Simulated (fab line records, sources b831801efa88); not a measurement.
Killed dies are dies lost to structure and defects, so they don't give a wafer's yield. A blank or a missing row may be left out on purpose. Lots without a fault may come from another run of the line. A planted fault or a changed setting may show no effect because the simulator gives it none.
A struck lot beside a sound one | flow sky130 | 26 steps out of a route of 708
Sound: wafers L662.2, L662.5, L662.6. Struck: wafers L668.2, L668.3, L668.5. The cause comes at the end.
At each step with rows: each side's tool, then ch and its chambers, then its first start. Under that, the readings that differ: sound wafers | struck wafers | difference of the means | sigmas: that difference in standard deviations of wafers without a fault.
alike: readings whose means differ by less than 2 such deviations, and words and numbers that are the same on both sides. not compared: withheld readings, readings that some wafer has no value for, bounds like >300 that may hide the same value, and numbers for which the record gives no deviation and whose values overlap.
The two part at a step that has a row with sigmas, a row that says differs or no value, or rows on one side only. Numbers that don't overlap but have no deviation are shown without sigmas and don't part them. A reading that every wafer of one side lacks parts them only if that side has two wafers or more.

first, 3 steps without rows for these wafers: SKY_CAPM_EXPOSE_09 (exposes mask CAPM, target cd 1000 nm); SKY_CAPM_PEB_10; SKY_CAPM_DEVELOP_11 (develop time 60 s).
SKY_CAPM_OVL_MEAS_12:
  sound on overlay-02, day 38 14:41; struck on overlay-01, day 40 18:02
  alike: CAPM_OVL
SKY_CAPM_METAL_ETCH_13: etches TiN in Cl2/BCl3, stops on SiO2, target depth 220 nm, time 62.9 s.
  sound on rie_metal-01 ch 0,1, day 38 14:43; struck on rie_metal-04 ch 0,1, day 40 18:04
  alike: drypump_motor_current_A, oes_product_au, throttle_valve_pct
  not compared: rf_hours_counter_h
SKY_CAPM_STRIP_14: strips in O2/N2.
  sound on plasma_asher-04 ch 0,1, day 38 14:47; struck on plasma_asher-02 ch 1, day 40 18:09
  alike: drypump_motor_current_A, oes_product_au, strip_time_to_endpoint_s
  not compared: rf_hours_counter_h
then, 6 steps without rows for these wafers: SKY_CAPM_STRIP_15 (strips in post etch residue remover, time 1200 s); SKY_CAPM_CLEAN_16 (cleans in IPA, time 180 s); SKY_CAPM_CLEAN_17 (cleans in O3/DIW); SKY_METAL3_DEHYDRATE_05 (time 60 s); SKY_METAL3_HMDS_06 (prime time 60 s); SKY_METAL3_COAT_07 (resist thk 60 nm).
SKY_METAL3_COAT_08: resist thk 1140 nm.
  sound on litho_track-02 ch 0, day 39 04:00; struck on litho_track-04 ch 0, day 41 06:00
  reading                                       | sound                | struck               | difference | sigmas
  chill_plate_temp_C (C)                        | 22.88 22.88 22.92    | 23.23 23.21 23.10    | +0.29      | +3
  spin_speed_rpm (rpm)                          | 3000.8 2998.6 3001.3 | 3211.4 3211.6 3211.4 | +211.2     | +99 or more
  model.KrF-thick_of_METAL3_COAT_08.thk_nm (nm) | 1147 1148 1144       | 1103 1103 1104       | -43        |
  alike: resist_line_temp_C
then, 4 steps without rows for these wafers: SKY_METAL3_SOFTBAKE_09 (time 90 s); SKY_METAL3_EXPOSE_10 (exposes mask MM3, target cd 300 nm); SKY_METAL3_PEB_11; SKY_METAL3_DEVELOP_12 (develop time 60 s).
SKY_METAL3_CD_MEAS_13: target cd 300 nm.
  sound on cd_sem-02, day 39 16:57; struck on cd_sem-02, day 41 19:52
  alike: cd_nm
SKY_METAL3_OVL_MEAS_14:
  sound on overlay-01, day 39 17:04; struck on overlay-02, day 41 19:58
  alike: METAL3_OVL
SKY_METAL3_DESCUM_15: chemistry O2, time 8 s.
  sound on rie_metal-02 ch 0,1, day 39 17:05; struck on rie_metal-02 ch 0,1, day 41 20:00
  alike: drypump_motor_current_A, oes_product_au
  not compared: rf_hours_counter_h
SKY_METAL3_ETCH_16: etches BARC in N2/H2, stops on SiO2, time 88.2 s, target depth 60 nm.
  sound on rie_metal-02 ch 0,1, day 39 17:07; struck on rie_metal-02 ch 0,1, day 41 20:02
  alike: drypump_motor_current_A, oes_product_au, throttle_valve_pct
  not compared: rf_hours_counter_h
SKY_METAL3_ETCH_17: etches SiO2 in C4F8/O2/Ar, stops on TiN, time 3.9 s, target depth 15 nm.
  sound on rie_diel-04 ch 2,3, day 39 17:13; struck on rie_diel-03 ch 0,1,3, day 41 20:08
  alike: oes_product_au
  not compared: rf_hours_counter_h
SKY_METAL3_METAL_ETCH_18: etches the open film in Cl2/BCl3, stops on SiO2, target depth 845 nm, time 183.1 s.
  sound on rie_metal-01 ch 0,1, day 39 17:14; struck on rie_metal-03 ch 1, day 41 20:09
  reading                                       | sound           | struck            | difference | sigmas
  model.KrF-thick_of_METAL3_COAT_08.thk_nm (nm) | 528.2 525 524.7 | 478.7 475.3 475.4 | -49.5      |
  alike: drypump_motor_current_A, oes_product_au, throttle_valve_pct
  not compared: rf_hours_counter_h
SKY_METAL3_STRIP_19: strips in O2/N2.
  sound on plasma_asher-02 ch 0,1, day 39 17:25; struck on plasma_asher-02 ch 0,1, day 41 20:19
  reading                      | sound             | struck            | difference | sigmas
  oes_product_au (a.u.)        | 0.500 0.496 0.506 | 0.484 0.480 0.481 | -0.019     | -4
  strip_time_to_endpoint_s (s) | 6.56 6.51 6.51    | 6.06 6.02 6.01    | -0.50      | -6
  alike: drypump_motor_current_A
  not compared: rf_hours_counter_h
then, 1 step without rows for these wafers: SKY_METAL3_STRIP_20 (strips in post etch residue remover, time 1200 s).
-- the record jumps here: 7 days lie between the struck wafers' starts before and after (it left off in module METAL3 and takes up again in module PAD_OPEN, whose first step shown is number 708 of the route) --
SKY_PAD_OPEN_PROBE_99:
  the record has rows for the struck wafers here (prober-02, day 48 15:10) and none for the sound ones

WHERE THEY PART
First at SKY_METAL3_COAT_08; last, within this record, at SKY_PAD_OPEN_PROBE_99.

WHY: what the simulator had put in
Process parameter drift: litho_track-04, from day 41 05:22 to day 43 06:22, at SKY_METAL3_COAT_08. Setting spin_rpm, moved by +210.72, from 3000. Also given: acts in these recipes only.
